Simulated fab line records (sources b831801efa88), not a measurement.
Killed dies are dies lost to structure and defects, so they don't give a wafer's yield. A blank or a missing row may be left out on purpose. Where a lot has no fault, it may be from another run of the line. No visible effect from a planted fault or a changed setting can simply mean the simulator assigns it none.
Problem report in the 8D (eight disciplines) form, filled by code + flow gf180mcu + the parts of the form that need people (team, actions taken, sign-off) are left out

1. WHAT IS WRONG
Across 6 wafers from 2 lots, NWELL_RS at GF_VT_IMPLANT_RS_MEAS_47 averages 479.1 ohm/sq, while fault-free wafers read 487.8 ohm/sq with a standard deviation of 1.3. Relative to the usual mean, that is a shift of -6.7 standard deviations.
The step: measures by four-point-probe.
The first sign was on wafer L590.2 at day 10 03:05, on film-metro-04. The record holds 39 wafers of 13 lots with a number at this step. The rule behind "out" and "out of limits": a value lying over 4 standard deviations away from the usual mean. The other wafers with a number count as sound.

2. WHAT IT IS AND WHAT IT IS NOT
| question                    | is                     | is not                                                                                             |
|-----------------------------|------------------------|----------------------------------------------------------------------------------------------------|
| which readings at this step | NWELL_RS               | -                                                                                                  |
| which lots                  | L590, L592             | L581, L582, L583, L584, L585, L596, L597, L599, L600, L602, L603                                   |
| which wafers of those lots  | all that have a number | -                                                                                                  |
| read on which gauges        | film-metro-04          | film-metro-02, film-metro-03                                                                       |
| when                        | from day 10 03:05      | up to then (15 sound wafers); but 18 sound wafers of L596, L597, L599, L600, L602, L603 came after |

3. SUSPECTS, AND WHAT RULES EACH OUT
Counting: any tool at a process step up to the reading is kept as a suspect provided that every lot that is out went through it and no sound lot did after the first of them.
- the gauge at GF_VT_IMPLANT_RS_MEAS_47: ruled out. All the wafers that are out were read on film-metro-04, but those of them that GF_NWELL_IMPLANT_09 has rows for are out there too, on other tools.
- implanter-01 at GF_NWELL_IMPLANT_09: kept. It processed each lot that is out, first L590 at day 5 10:01, and no sound lot thereafter; up to then, the last sound lot it processed was L581 at day 3 07:10. Its own readings are out on those wafers: beam-on-s, faraday-current-uA.
Remaining after the count: implanter-01 at GF_NWELL_IMPLANT_09.

4. THE CAUSE (what the simulator had put in)
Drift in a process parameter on implanter-01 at GF_NWELL_IMPLANT_09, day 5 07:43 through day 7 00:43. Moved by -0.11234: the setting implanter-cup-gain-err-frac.
After counting, this tool was the only one left.

5. SEQUENCE OF EFFECTS, ordered by route
Each row: a reading where the mean over the struck wafers with a number is more than 3 standard deviations away from the usual. Readings are gone through only where the record gives a usual standard deviation; hours: the median, over the lots, of the time from a lot's start at the first step in this table giving one to that lot's start at this step; sigmas: the change measured in usual standard deviations.
| hours | step                     | reading            | usual        | on struck wafers | change | sigmas |
|-------|--------------------------|--------------------|--------------|------------------|--------|--------|
| 0     | GF_NWELL_IMPLANT_09      | beam-on-s          | 9.99 s       | 11.40            | +1.41  | +7.0   |
| 0     | GF_NWELL_IMPLANT_09      | faraday-current-uA | 22.6         | 19.8             | -2.9   | -6.3   |
| 114   | GF_VT_IMPLANT_RS_MEAS_47 | NWELL_RS           | 487.8 ohm/sq | 479.1            | -8.7   | -6.7   |
It contains these process steps:
- GF_NWELL_IMPLANT_09
Later measuring or inspecting steps at which every struck wafer that the step has a row for has a number for every such reading, and none has moved that far: GF_M2_RS_MEAS_05.

6. HOW IT WOULD HAVE BEEN CAUGHT EARLIER
Counted from the fault's start at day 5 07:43, it took 115 hours until the first out-of-limits reading at a measuring or inspecting step in this record, taken at day 10 03:05.
Tool's own readings at GF_NWELL_IMPLANT_09, beam-on-s, faraday-current-uA: out on all struck wafers the step has rows for; an alarm limit on them would have tripped on the first.
Each of the lots that are out, 2 in all, had begun GF_NWELL_IMPLANT_09 on implanter-01 no later than day 10 03:05. None of them would have been spared by holding the tool at that moment.
